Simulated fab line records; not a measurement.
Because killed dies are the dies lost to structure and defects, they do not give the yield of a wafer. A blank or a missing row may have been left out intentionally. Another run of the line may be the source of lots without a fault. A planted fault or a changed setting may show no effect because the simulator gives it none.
fab line records | flow sky130
[record] lots = 24 wafers = 72 last_day = 51
route steps=708 shown METAL3@569 VIA3@597 METAL4@629 VIA4@650
lots untouched by any fault: they come from a run of this same line in which no faults occurred
start_h: the number of hours between the record's first day and the start of the first shown wafer of the lot | wait_h: hours since the lot's step before | " as in the row above | L1.1+2: several wafers, shown together as one row | - no value, or no start given | * or withheld: withheld | < > ~ a bound
route shown NAME@n: names a module that has steps shown in the file, with the first one's number in the route | usual: mean and standard deviation over wafers with no fault | same: alike in all rows | chamber/n: place in a boat | sites: each site's reading | _std_site: the standard deviation of these | _edge_site: the outer-site mean with the inner-site mean subtracted | radius_mm: for every site, how far away it sits from the centre of the wafer | mask NAME#n: copy n | behind: the most recent tool/chamber to have shaped the wafer | hold: reason for holding the lot/hours on hold/outcome of the hold | device: which transistor (n, p or np) failed to switch | end of line: tests of these same wafers at the route's end | where a step has no rows: the recipe by itself | killed: at the first sort, the dies lost to defects and structure; wafer yield is something else | map: the dies of a wafer, with x for killed, . for not killed, _ for no die there
set.NAME: the setting the step ran with; set.NAME@STEP: the setting that earlier step ran with | model.NAME: the simulator's own value behind a step, which no gauge read
the route's steps for a sample of lots (tables are steps, rows are wafers)
services: a tool's chamber out of use, with start hour (start_h, from the record's first day; less than 0 if before it), hours out, and reason
[[steps]]
[step SKY_METAL3_STRIP_19]
[recipe] chemistry = O2/N2 power_w = 1400 pressure_mtorr = 1500 platen_temp_c = withheld o2_flow_sccm = 3000 n2_flow_sccm = 300 overash_fraction = 0.5
[usual] drypump_motor_current_A = 5.69/0.28 oes_product_au = 0.504/0.0049 strip_time_to_endpoint_s = 6.57/0.057
// columns lot.wafer tool chamber start_h wait_h drypump_motor_current_A oes_product_au rf_hours_counter_h strip_time_to_endpoint_s
L074.2 plasma_asher-04 1 935.60 0.1 5.74 0.503 82 6.57
L074.4 " 0 " " 6.05 0.506 - 6.53
L074.5 " 1 " " 5.77 0.496 - 6.46
L075.3 plasma_asher-04 1 939.23 0.1 5.77 0.507 - 6.59
L075.5 " 1 " " 5.75 0.503 - 6.53
L075.6 " 0 " " 6.04 0.508 - 6.53
L076.1 plasma_asher-03 1 942.20 0.1 5.20 0.502 53 6.61
L076.3 " 0 " " 5.81 0.505 - 6.52
L076.5 " 0 " " 5.79 0.499 - 6.58
L077.1 plasma_asher-01 1 959.17 0.1 5.77 0.508 21 6.49
L077.5 " 1 " " 5.76 0.499 - 6.47
L077.6 " 0 " " 5.57 0.509 - 6.57
L078.4 plasma_asher-01 1 965.86 0.1 5.74 0.497 - 6.58
L078.5 " 1 " " 5.76 0.501 - 6.58
L078.6 " 0 " " 5.57 0.507 - 6.60
L079.2 plasma_asher-04 1 967.20 0.1 5.81 0.506 86 6.55
L079.5 " 0 " " 6.00 0.502 - 6.52
L079.6 " 1 " " 5.78 0.509 - 6.58
L080.2 plasma_asher-01 1 968.77 0.1 5.73 0.503 22 6.47
L080.4 " 1 " " 5.75 0.509 - 6.55
L080.5 " 1 " " 5.76 0.502 - 6.56
L081.4 plasma_asher-04 0 989.18 0.1 6.06 0.506 - 6.63
L081.5 " 0 " " 6.06 0.511 - 6.64
L081.6 " 1 " " 5.76 0.503 - 6.56
L082.2 plasma_asher-03 1 991.50 0.1 5.22 0.503 58 6.59
L082.4 " 1 " " 5.20 0.510 - 6.61
L082.6 " 0 " " 5.84 0.505 - 6.48
L083.1 plasma_asher-04 1 994.30 0.1 5.77 0.506 88 6.56
L083.5 " 0 " " 6.05 0.507 - 6.53
L083.6 " 1 " " 5.75 0.508 - 6.51
L084.1 plasma_asher-03 0 999.52 0.1 5.81 0.495 59 6.57
L084.3 " 0 " " 5.80 0.506 - 6.66
L084.4 " 1 " " 5.23 0.510 - 6.59
L085.1 plasma_asher-03 1 1014.05 0.1 5.18 0.501 60 6.59
L085.3 " 1 " " 5.20 0.501 - 6.56
L085.4 " 0 " " 5.83 0.503 - 6.47
L086.1 plasma_asher-04 1 1019.20 0.1 5.79 0.507 90 6.55
L086.3 " 1 " " 5.75 0.504 - 6.58
L086.5 " 1 " " 5.77 0.508 - 6.61
L087.2 plasma_asher-03 0 1023.10 0.1 5.85 0.491 61 6.46
L087.4 " 1 " " 5.16 0.503 - 6.53
L087.5 " 1 " " 5.19 0.508 - 6.58
L088.2 plasma_asher-04 1 1025.13 0.1 5.76 0.507 91 6.60
L088.4 " 1 " " 5.75 0.505 - 6.59
L088.6 " 1 " " 5.75 0.503 - 6.58
L089.1 plasma_asher-04 0 1038.05 0.1 6.00 0.509 92 6.67
L089.2 " 1 " " 5.76 0.506 92 6.56
L089.3 " 0 " " 6.02 0.507 - 6.60
L090.4 plasma_asher-01 1 1039.13 0.1 5.74 0.505 - 6.63
L090.5 " 0 " " 5.56 0.502 - 6.48
L090.6 " 1 " " 5.72 0.516 - 6.65
L091.2 plasma_asher-01 1 1045.85 0.1 5.80 0.503 30 6.60
L091.3 " 0 " " 5.57 0.503 - 6.62
L091.6 " 0 " " 5.57 0.510 - 6.67
L092.4 plasma_asher-03 1 1048.53 0.1 5.24 0.498 - 6.61
L092.5 " 1 " " 5.25 0.516 - 6.58
L092.6 " 0 " " 5.82 0.509 - 6.60
L093.1 plasma_asher-03 0 1062.30 0.1 5.81 0.512 65 6.68
L093.3 " 1 " " 5.23 0.502 - 6.62
L093.4 " 0 " " 5.82 0.508 - 6.64
L094.3 plasma_asher-04 1 1062.61 0.2 5.80 0.502 - 6.56
L094.5 " 0 " " 5.99 0.500 - 6.54
L094.6 " 1 " " 5.77 0.503 - 6.55
L095.1 plasma_asher-03 0 1080.03 0.1 5.83 0.506 67 6.54
L095.4 " 0 " " 5.81 0.497 - 6.58
L095.5 " 0 " " 5.82 0.507 - 6.60
L096.2 plasma_asher-03 0 1080.39 0.1 5.81 0.509 67 6.63
L096.4 " 1 " " 5.20 0.510 - 6.54
L096.5 " 1 " " 5.20 0.505 - 6.57
L097.2 plasma_asher-03 0 1086.35 0.1 5.83 0.504 68 6.59
L097.5 " 1 " " 5.23 0.505 - 6.59
L097.6 " 0 " " 5.83 0.506 - 6.54
[step SKY_VIA3_CMP_24]
[recipe] stop_on = SiO2 t_overpolish_s = 20 down_force_psi = 3.5 platen_rpm = 60 target_thk_nm = 0 pad_velocity_m_s = 0.94248
[usual] edge_zone_pressure_frac = 1.000/0.0057 motor_current_A = 11.1/1.2 overpolish_run_s = 19.999/0.0078 retaining_ring_pressure_frac = 1.001/0.0044 slurry_filter_dp_kPa = 13.50/0.15 time_to_endpoint_s = 97/3.6
// columns lot.wafer tool chamber start_h wait_h edge_zone_pressure_frac motor_current_A overpolish_run_s retaining_ring_pressure_frac slurry_filter_dp_kPa time_to_endpoint_s
L074.2 cmp-02 2 962.93 0.0 1.007 13.6 19.999 1.000 13.46 95
L074.4 " 1 " " 1.003 10.5 19.994 0.997 13.34 91
L074.5 " 2 " " 1.014 13.0 19.997 1.004 13.41 94
L075.3 cmp-02 3 967.21 0.3 0.997 10.7 20.002 1.000 13.68 96
L075.5 " 3 " " 0.998 10.7 19.995 0.996 13.16 98
L075.6 " 0 " " 0.995 10.3 19.997 1.000 13.35 91
L076.3 cmp-02 3 970.24 0.1 1.001 11.0 19.994 1.000 13.56 97
L076.1 " 0 " " 0.998 10.9 20.006 0.993 13.67 85
L076.5 " 0 " " 1.002 11.3 20.009 0.999 13.14 89
L077.1 cmp-02 1 986.93 0.1 0.995 10.5 20.000 1.011 13.47 94
L077.5 " 0 " " 1.007 11.4 20.004 1.004 13.35 93
L077.6 " 1 " " 0.987 10.1 19.993 1.000 13.50 94
L078.4 cmp-02 3 993.11 0.4 0.995 11.1 20.003 1.002 13.52 98
L078.6 " 2 " " 0.997 13.2 20.002 1.008 13.55 93
L078.5 " 3 " " 1.007 11.1 19.993 1.000 13.40 97
L079.2 cmp-02 1 994.53 0.4 0.997 11.0 19.988 0.999 13.62 94
L079.6 " 2 " " 1.001 12.6 19.996 0.999 13.54 93
L079.5 " 3 " " 1.001 10.4 20.017 0.997 13.54 93
L080.2 cmp-02 1 995.42 0.1 0.999 10.6 19.997 0.998 13.41 98
L080.4 " 3 " " 1.009 11.0 20.011 1.000 13.48 102
L080.5 " 2 " " 1.004 12.3 19.986 0.999 13.57 98
L081.4 cmp-02 2 1016.40 0.2 1.004 13.3 20.004 0.999 13.35 94
L081.6 " 2 " " 1.002 13.2 19.999 0.999 13.77 98
L081.5 " 3 " " 0.997 10.8 20.002 1.002 13.35 98
L082.4 cmp-01 3 1018.86 0.0 0.996 12.0 19.991 1.005 13.54 99
L082.2 " 2 " " 0.992 11.2 20.000 1.012 13.64 96
L082.6 " 0 " " 1.003 8.9 20.008 0.998 13.61 100
L083.1 cmp-02 3 1020.62 0.1 0.998 11.0 19.992 1.004 13.53 101
L083.5 " 2 " " 1.002 12.3 20.014 0.996 13.32 99
L083.6 " 3 " " 1.002 10.8 20.013 1.002 13.41 102
L084.3 cmp-02 3 1026.36 0.0 1.001 11.3 19.989 0.996 13.45 100
L084.4 " 0 " " 1.000 10.6 19.997 1.004 13.77 94
L084.1 " 2 " " 1.009 13.1 20.006 1.000 13.63 96
L085.3 cmp-02 3 1039.61 0.1 0.999 11.0 20.001 1.014 13.73 95
L085.4 " 0 " " 1.008 10.9 19.987 1.005 13.45 90
L085.1 " 1 " " 0.998 10.3 20.007 0.999 13.57 91
L086.1 cmp-02 2 1045.00 0.1 1.000 12.4 19.997 0.999 13.46 95
L086.3 " 3 " " 1.007 10.7 20.006 1.005 13.29 95
L086.5 " 3 " " 1.003 11.6 19.997 1.005 13.40 95
L087.4 cmp-01 3 1049.08 0.0 0.989 11.6 19.997 0.999 13.38 96
L087.2 " 1 " " 0.991 10.3 20.015 0.996 13.58 96
L087.5 " 3 " " 0.990 11.5 19.996 0.996 13.58 101
L088.4 cmp-02 0 1050.41 0.0 1.004 10.7 20.003 0.994 13.55 92
L088.2 " 1 " " 1.005 9.9 20.013 1.005 13.22 99
L088.6 " 1 " " 1.008 10.7 19.999 1.004 13.48 97
L089.1 cmp-01 2 1063.30 0.1 1.008 11.0 19.996 1.005 13.66 105
L089.3 " 3 " " 1.005 11.5 19.995 1.000 13.25 100
L089.2 " 0 " " 0.999 9.1 19.988 0.994 13.33 103
L090.4 cmp-01 2 1064.45 0.1 1.006 11.3 20.012 1.005 13.47 105
L090.5 " 1 " " 0.995 10.1 20.000 0.996 13.46 97
L090.6 " 2 " " 1.004 10.7 20.004 1.008 13.45 97
L091.3 cmp-01 2 1071.24 0.1 0.996 10.7 20.002 1.000 13.77 98
L091.2 " 0 " " 0.991 9.5 20.001 0.992 13.69 98
L091.6 " 1 " " 0.994 10.2 20.008 1.003 13.71 96
L092.4 cmp-01 1 1073.41 0.3 0.995 10.0 19.996 0.999 13.47 94
L092.5 " 2 " " 1.007 11.4 19.996 0.995 13.79 99
L092.6 " 3 " " 1.002 10.9 20.002 1.000 13.77 93
L093.4 cmp-02 2 1086.89 0.0 1.002 11.9 19.997 0.999 13.45 98
L093.3 " 0 " " 1.001 10.6 19.990 1.003 13.62 94
L093.1 " 1 " " 1.005 9.7 20.006 1.003 13.47 97
L094.3 cmp-01 3 1087.65 0.1 0.990 11.5 19.997 1.006 13.32 98
L094.6 " 2 " " 0.997 10.9 20.011 1.000 13.84 99
L094.5 " 3 " " 0.990 11.0 19.993 1.007 13.66 96
L095.1 cmp-02 2 1102.73 0.1 1.012 13.5 20.010 1.002 13.47 97
L095.4 " 0 " " 0.998 10.9 20.002 1.005 13.47 94
L095.5 " 2 " " 1.003 13.6 20.014 1.002 13.49 99
L096.4 cmp-02 1 1104.06 0.0 1.006 10.3 20.012 0.994 13.19 97
L096.2 " 3 " " 0.998 10.8 19.998 1.003 13.27 100
L096.5 " 1 " " 0.998 10.4 20.001 0.995 13.38 100
L097.2 cmp-01 3 1110.98 0.1 0.999 12.2 20.003 1.003 13.67 102
L097.5 " 1 " " 1.000 10.2 19.989 1.002 13.34 96
L097.6 " 2 " " 0.996 11.3 19.985 0.996 13.53 97
[step SKY_METAL4_CD_MEAS_13]
[recipe] target_cd_nm = 300
[usual] cd_nm = 299.7/1.5
// columns lot.wafer tool chamber start_h wait_h cd_nm
L074.2 cd_sem-01 - 1012.71 - 302.4
L074.4 " - " " 301.7
L074.5 " - " " 301.6
L075.3 cd_sem-01 - 1017.33 - 301.3
L075.5 " - " " 299.4
L075.6 " - " " 300.9
L076.1 cd_sem-01 - 1019.78 - 299.5
L076.3 " - " " 301.2
L076.5 " - " " 300.0
L077.1 cd_sem-01 - 1036.73 - 298.8
L077.5 " - " " 298.8
L077.6 " - " " 299.4
L078.4 cd_sem-01 - 1041.68 - 301.9
L078.5 " - " " 300.6
L078.6 " - " " 300.1
L079.2 cd_sem-01 - 1042.28 - 296.0
L079.5 " - " " 297.2
L079.6 " - " " 297.4
L080.2 cd_sem-01 - 1044.16 - 299.4
L080.4 " - " " 300.2
L080.5 " - " " 300.1
L081.4 cd_sem-01 - 1063.88 - 299.8
L081.5 " - " " 299.2
L081.6 " - " " 298.7
L082.2 cd_sem-01 - 1066.73 - 298.3
L082.4 " - " " 298.7
L082.6 " - " " 298.1
L083.1 cd_sem-01 - 1068.06 - 301.5
L083.5 " - " " 301.2
L083.6 " - " " 301.5
L084.1 cd_sem-01 - 1073.16 - 299.6
L084.3 " - " " 300.5
L084.4 " - " " 299.4
L085.1 cd_sem-01 - 1085.52 - 299.9
L085.3 " - " " 300.1
L085.4 " - " " 299.5
L086.1 cd_sem-01 - 1088.96 - 301.2
L086.3 " - " " 301.3
L086.5 " - " " 301.3
L087.2 cd_sem-01 - 1094.28 - 301.7
L087.4 " - " " 301.3
L087.5 " - " " 302.2
L088.2 cd_sem-01 - 1096.08 - 299.1
L088.4 " - " " 298.4
L088.6 " - " " 300.9
L089.1 cd_sem-02 - 1108.32 - 299.4
L089.2 " - " " 300.1
L089.3 " - " " 300.8
L090.4 cd_sem-01 - 1109.12 - 299.3
L090.5 " - " " 298.0
L090.6 " - " " 298.9
L091.2 cd_sem-02 - 1115.39 - 298.4
L091.3 " - " " 298.1
L091.6 " - " " 298.4
L092.4 cd_sem-02 - 1116.93 - 297.7
L092.5 " - " " 295.7
L092.6 " - " " 297.4
L093.1 cd_sem-01 - 1131.29 - 300.7
L093.3 " - " " 300.9
L093.4 " - " " 300.9
L094.3 cd_sem-01 - 1131.60 - 298.4
L094.5 " - " " 299.1
L094.6 " - " " 298.5
L095.1 cd_sem-01 - 1144.66 - 300.1
L095.4 " - " " 299.9
L095.5 " - " " 299.3
L096.2 cd_sem-01 - 1145.79 - 298.3
L096.4 " - " " 298.6
L096.5 " - " " 298.2
L097.2 cd_sem-01 - 1152.28 - 302.9
L097.5 " - " " 301.5
L097.6 " - " " 300.5
[step SKY_METAL4_STRIP_19]
[recipe] chemistry = O2/N2 power_w = 1400 pressure_mtorr = 1500 platen_temp_c = withheld o2_flow_sccm = 3000 n2_flow_sccm = 300 overash_fraction = 0.5
[usual] drypump_motor_current_A = 5.80/0.24 oes_product_au = 0.495/0.0058 strip_time_to_endpoint_s = 6.37/0.079
// columns lot.wafer tool chamber start_h wait_h drypump_motor_current_A oes_product_au rf_hours_counter_h strip_time_to_endpoint_s
L074.2 plasma_asher-03 0 1013.17 0.1 5.82 0.497 60 6.34
L074.4 " 1 " " 5.21 0.485 - 6.26
L074.5 " 0 " " 5.85 0.483 - 6.25
L075.3 plasma_asher-02 1 1017.81 0.1 5.74 0.493 - 6.34
L075.5 " 0 " " 5.92 0.496 - 6.35
L075.6 " 1 " " 5.73 0.499 - 6.49
L076.1 plasma_asher-04 0 1020.26 0.1 6.05 0.494 91 6.34
L076.3 " 0 " " 6.04 0.501 - 6.50
L076.5 " 0 " " 6.03 0.499 - 6.36
L077.1 plasma_asher-04 1 1037.21 0.1 5.76 0.502 92 6.48
L077.5 " 1 " " 5.81 0.507 - 6.46
L077.6 " 0 " " 6.04 0.499 - 6.39
L078.4 plasma_asher-04 0 1042.13 0.1 6.03 0.495 - 6.33
L078.5 " 1 " " 5.77 0.496 - 6.30
L078.6 " 0 " " 6.03 0.494 - 6.38
L079.2 plasma_asher-03 1 1042.74 0.1 5.23 0.481 63 6.05
L079.5 " 0 " " 5.85 0.493 - 6.12
L079.6 " 1 " " 5.20 0.488 - 6.35
L080.2 plasma_asher-02 0 1044.62 0.1 5.98 0.498 122 6.17
L080.4 " 0 " " 5.95 0.479 - 6.18
L080.5 " 0 " " 5.99 0.495 - 6.41
L081.4 plasma_asher-04 1 1064.46 0.1 5.81 0.497 - 6.32
L081.5 " 0 " " 6.02 0.494 - 6.36
L081.6 " 1 " " 5.75 0.496 - 6.32
L082.2 plasma_asher-03 0 1067.32 0.1 5.80 0.498 66 6.37
L082.4 " 1 " " 5.18 0.495 - 6.39
L082.6 " 1 " " 5.18 0.488 - 6.29
L083.1 plasma_asher-02 1 1068.54 0.1 5.69 0.491 1 6.34
L083.5 " 0 " " 5.96 0.488 - 6.36
L083.6 " 1 " " 5.73 0.487 - 6.33
L084.1 plasma_asher-04 1 1073.77 0.1 5.76 0.496 96 6.42
L084.3 " 1 " " 5.77 0.494 - 6.39
L084.4 " 0 " " 6.04 0.494 - 6.29
L085.1 plasma_asher-04 1 1086.18 0.3 5.76 0.490 97 6.42
L085.3 " 0 " " 6.02 0.504 - 6.39
L085.4 " 1 " " 5.80 0.502 - 6.42
L086.1 plasma_asher-02 1 1089.44 0.1 5.75 0.490 3 6.45
L086.3 " 1 " " 5.73 0.480 - 6.27
L086.5 " 1 " " 5.74 0.485 - 6.18
L087.2 plasma_asher-04 1 1094.74 0.1 5.77 0.495 98 6.29
L087.4 " 0 " " 6.03 0.495 - 6.39
L087.5 " 1 " " 5.74 0.493 - 6.36
L088.2 plasma_asher-04 0 1096.54 0.1 5.99 0.487 99 6.27
L088.4 " 1 " " 5.75 0.497 - 6.35
L088.6 " 1 " " 5.80 0.494 - 6.44
L089.1 plasma_asher-02 0 1108.80 0.1 5.93 0.497 5 6.42
L089.2 " 1 " " 5.72 0.502 5 6.44
L089.3 " 1 " " 5.73 0.501 - 6.40
L090.4 plasma_asher-03 0 1109.70 0.1 5.82 0.504 - 6.55
L090.5 " 0 " " 5.82 0.489 - 6.31
L090.6 " 1 " " 5.21 0.508 - 6.46
L091.2 plasma_asher-02 0 1115.85 0.1 5.95 0.505 6 6.45
L091.3 " 1 " " 5.75 0.507 - 6.45
L091.6 " 1 " " 5.75 0.499 - 6.48
L092.4 plasma_asher-04 1 1117.38 0.1 5.77 0.492 - 6.29
L092.5 " 0 " " 6.05 0.496 - 6.29
L092.6 " 1 " " 5.79 0.495 - 6.42
L093.1 plasma_asher-02 1 1131.78 0.1 5.74 0.502 7 6.40
L093.3 " 1 " " 5.73 0.490 - 6.41
L093.4 " 0 " " 5.95 0.504 - 6.38
L094.3 plasma_asher-03 0 1132.10 0.1 5.82 0.502 - 6.46
L094.5 " 0 " " 5.82 0.503 - 6.44
L094.6 " 1 " " 5.22 0.498 - 6.36
L095.1 plasma_asher-04 1 1145.27 0.1 5.78 0.501 103 6.46
L095.4 " 0 " " 6.07 0.501 - 6.41
L095.5 " 0 " " 6.05 0.491 - 6.26
L096.2 plasma_asher-02 1 1146.43 0.2 5.68 0.495 8 6.40
L096.4 " 0 " " 5.95 0.496 - 6.43
L096.5 " 0 " " 5.94 0.497 - 6.38
L097.2 plasma_asher-04 0 1152.92 0.2 6.04 0.495 104 6.37
L097.5 " 1 " " 5.77 0.497 - 6.36
L097.6 " 0 " " 6.04 0.492 - 6.35
[step SKY_VIA4_OVL_MEAS_11]
[usual] VIA4_OVL = 0.1/1.4
// columns lot.wafer tool chamber start_h wait_h VIA4_OVL[nm]
L074.2 overlay-01 - 1038.10 0.1 0.4
L074.4 " - " " 1.1
L074.5 " - " " 0.4
L075.3 overlay-01 - 1042.55 0.1 -0.8
L075.5 " - " " 0.0
L075.6 " - " " -0.1
L076.1 overlay-02 - 1045.02 0.1 1.1
L076.3 " - " " 1.3
L076.5 " - " " 2.4
L077.1 overlay-02 - 1061.22 0.1 3.1
L077.5 " - " " -0.5
L077.6 " - " " 1.6
L078.4 overlay-02 - 1066.08 0.1 2.0
L078.5 " - " " 0.9
L078.6 " - " " 1.3
L079.2 overlay-01 - 1066.72 0.1 -1.3
L079.5 " - " " -2.2
L079.6 " - " " -2.8
L080.2 overlay-01 - 1068.57 0.1 -2.6
L080.4 " - " " -3.7
L080.5 " - " " -2.7
L081.4 overlay-01 - 1086.98 0.1 2.0
L081.5 " - " " 1.6
L081.6 " - " " 2.2
L082.2 overlay-01 - 1088.72 0.1 0.5
L082.4 " - " " 0.1
L082.6 " - " " 0.4
L083.1 overlay-02 - 1089.32 0.1 0.1
L083.5 " - " " 1.4
L083.6 " - " " 0.5
L084.1 overlay-02 - 1096.37 0.1 -1.5
L084.3 " - " " 1.2
L084.4 " - " " 0.2
L085.1 overlay-02 - 1108.29 0.1 1.3
L085.3 " - " " -0.1
L085.4 " - " " 0.4
L086.1 overlay-01 - 1113.74 0.1 -1.6
L086.3 " - " " -2.6
L086.5 " - " " -2.1
L087.2 overlay-01 - 1117.83 0.1 1.9
L087.4 " - " " 1.4
L087.5 " - " " 2.9
L088.2 overlay-02 - 1118.82 0.1 0.8
L088.4 " - " " 1.2
L088.6 " - " " 0.2
L089.1 overlay-02 - 1130.12 0.1 -0.4
L089.2 " - " " 0.7
L089.3 " - " " 1.2
L090.4 overlay-01 - 1130.43 0.1 -0.8
L090.5 " - " " -0.6
L090.6 " - " " 0.2
L091.2 overlay-02 - 1137.30 0.1 -0.4
L091.3 " - " " 0.6
L091.6 " - " " -0.5
L092.4 overlay-01 - 1138.18 0.1 -0.1
L092.5 " - " " 0.0
L092.6 " - " " -0.8
L093.1 overlay-02 - 1153.02 0.1 0.3
L093.3 " - " " 0.4
L093.4 " - " " 0.9
L094.3 overlay-01 - 1153.16 0.1 -1.5
L094.5 " - " " 0.4
L094.6 " - " " -2.1
L095.1 overlay-02 - 1164.89 0.1 -1.7
L095.4 " - " " 0.6
L095.5 " - " " -0.8
L096.2 overlay-02 - 1165.97 0.1 0.4
L096.4 " - " " -0.4
L096.5 " - " " -1.7
L097.2 overlay-02 - 1172.48 0.1 -0.4
L097.5 " - " " -0.8
L097.6 " - " " -0.1
[step SKY_VIA4_CVD_18]
[recipe] material = W target_thk_nm = 505 time_s = 152.14 temp_c = 400 pressure_torr = 40
[usual] chamber_pressure_Torr = 40.01/0.095 heater_power_w = 890/73 susceptor_temp_C = 400.02/0.21
// columns lot.wafer tool chamber start_h wait_h chamber_pressure_Torr heater_power_w susceptor_temp_C
L074.2 cvd_w-02 1 1039.24 0.0 39.95 861 399.99
L074.4 " 0 " " 40.11 999 399.78
L074.5 " 0 " " 40.16 987 400.55
L075.3 cvd_w-01 1 1043.51 0.1 40.10 775 400.28
L075.5 " 1 " " 39.94 779 399.99
L075.6 " 0 " " 40.01 912 399.85
L076.1 cvd_w-01 0 1046.00 0.0 40.09 921 400.05
L076.3 " 0 " " 39.96 935 399.87
L076.5 " 0 " " 40.19 909 400.16
L077.1 cvd_w-02 1 1062.02 0.0 40.07 906 400.13
L077.5 " 1 " " 40.12 878 399.83
L077.6 " 0 " " 39.90 975 399.87
L078.4 cvd_w-02 1 1066.88 0.1 40.02 863 399.55
L078.5 " 1 " " 39.90 878 400.08
L078.6 " 0 " " 40.17 986 399.83
L079.2 cvd_w-01 0 1067.48 0.0 40.01 918 400.33
L079.5 " 0 " " 40.06 941 400.14
L079.6 " 1 " " 39.95 776 399.71
L080.2 cvd_w-01 0 1069.33 0.0 40.01 899 400.14
L080.4 " 0 " " 40.03 896 400.09
L080.5 " 1 " " 40.03 779 399.93
L081.4 cvd_w-01 1 1087.82 0.1 39.81 798 400.15
L081.5 " 0 " " 40.08 931 400.38
L081.6 " 1 " " 39.90 790 400.04
L082.2 cvd_w-02 1 1090.54 0.0 39.93 884 400.13
L082.4 " 0 " " 40.04 1012 399.66
L082.6 " 0 " " 40.00 998 400.08
L083.1 cvd_w-02 0 1090.78 0.0 40.07 962 400.27
L083.5 " 0 " " 39.93 965 400.27
L083.6 " 1 " " 40.11 881 399.77
L084.1 cvd_w-01 1 1097.19 0.0 39.93 785 400.08
L084.3 " 0 " " 39.98 923 400.10
L084.4 " 1 " " 39.85 794 400.25
L085.1 cvd_w-01 1 1109.05 0.0 40.00 773 400.14
L085.3 " 1 " " 40.11 800 400.19
L085.4 " 0 " " 39.98 926 399.91
L086.1 cvd_w-02 0 1114.55 0.0 39.83 1008 400.04
L086.3 " 0 " " 39.90 984 400.15
L086.5 " 1 " " 39.88 880 399.98
L087.2 cvd_w-02 1 1118.58 0.0 39.97 880 400.17
L087.4 " 1 " " 39.89 869 400.17
L087.5 " 1 " " 39.93 880 399.81
L088.2 cvd_w-01 1 1119.58 0.0 40.05 813 399.82
L088.4 " 1 " " 40.09 777 400.00
L088.6 " 0 " " 40.10 944 400.22
L089.1 cvd_w-01 0 1130.92 0.0 39.73 939 400.05
L089.2 " 1 " " 40.13 802 399.66
L089.3 " 1 " " 39.93 773 399.92
L090.4 cvd_w-02 0 1131.28 0.1 40.11 978 400.36
L090.5 " 0 " " 40.03 992 400.38
L090.6 " 1 " " 40.01 890 400.06
L091.2 cvd_w-02 0 1138.06 0.0 39.96 990 399.97
L091.3 " 1 " " 39.94 885 400.30
L091.6 " 1 " " 39.95 876 400.43
L092.4 cvd_w-01 0 1138.98 0.1 40.14 916 400.32
L092.5 " 0 " " 39.93 933 400.22
L092.6 " 1 " " 40.06 798 399.95
L093.1 cvd_w-01 0 1153.78 0.0 40.04 924 399.93
L093.3 " 0 " " 40.07 929 399.96
L093.4 " 1 " " 40.01 794 399.87
L094.3 cvd_w-01 1 1153.98 0.1 40.10 804 400.11
L094.5 " 0 " " 39.98 950 399.97
L094.6 " 1 " " 40.03 790 400.06
L095.1 cvd_w-02 1 1165.66 0.0 40.10 909 400.06
L095.4 " 0 " " 39.93 998 400.09
L095.5 " 1 " " 39.96 863 400.14
L096.2 cvd_w-01 0 1166.73 0.0 39.75 919 399.89
L096.4 " 1 " " 39.92 813 399.99
L096.5 " 1 " " 40.08 809 400.26
L097.2 cvd_w-01 1 1173.23 0.0 40.03 788 399.70
L097.5 " 0 " " 40.10 932 400.10
L097.6 " 1 " " 40.01 794 399.90
[[services]]
// columns tool chamber start_h hours kind
cmp-01 - 912.25 4.0 pm
cmp-02 - 916.84 1.1 repair
cvd_w-02 0 918.00 - clean
plasma_asher-04 - 923.14 3.5 repair
cmp-01 - 958.86 54.0 repair
plasma_asher-02 - 963.28 2.8 pm
cmp-01 - 990.65 1.9 repair
cmp-02 - 990.74 0.5 repair
cmp-01 - 1005.47 5.3 repair
plasma_asher-04 - 1014.03 1.7 repair
cmp-02 - 1026.96 4.4 pm
cmp-01 - 1032.28 0.5 repair
cvd_w-02 - 1053.51 3.1 repair
plasma_asher-02 - 1055.25 9.0 pm
cmp-02 - 1063.42 4.0 pm
plasma_asher-01 - 1066.00 9.7 repair
cmp-02 - 1067.42 - consumable_replace:conditioner
cmp-02 - 1067.42 - consumable_replace:pad
cmp-02 - 1072.04 1.6 repair
cmp-01 - 1075.00 2.3 repair
cmp-02 - 1094.33 2.3 repair
cmp-02 - 1099.13 0.7 repair
cvd_w-02 - 1153.27 0.7 repair
cmp-01 - 1172.48 3.2 pm
[[key]]
fault none
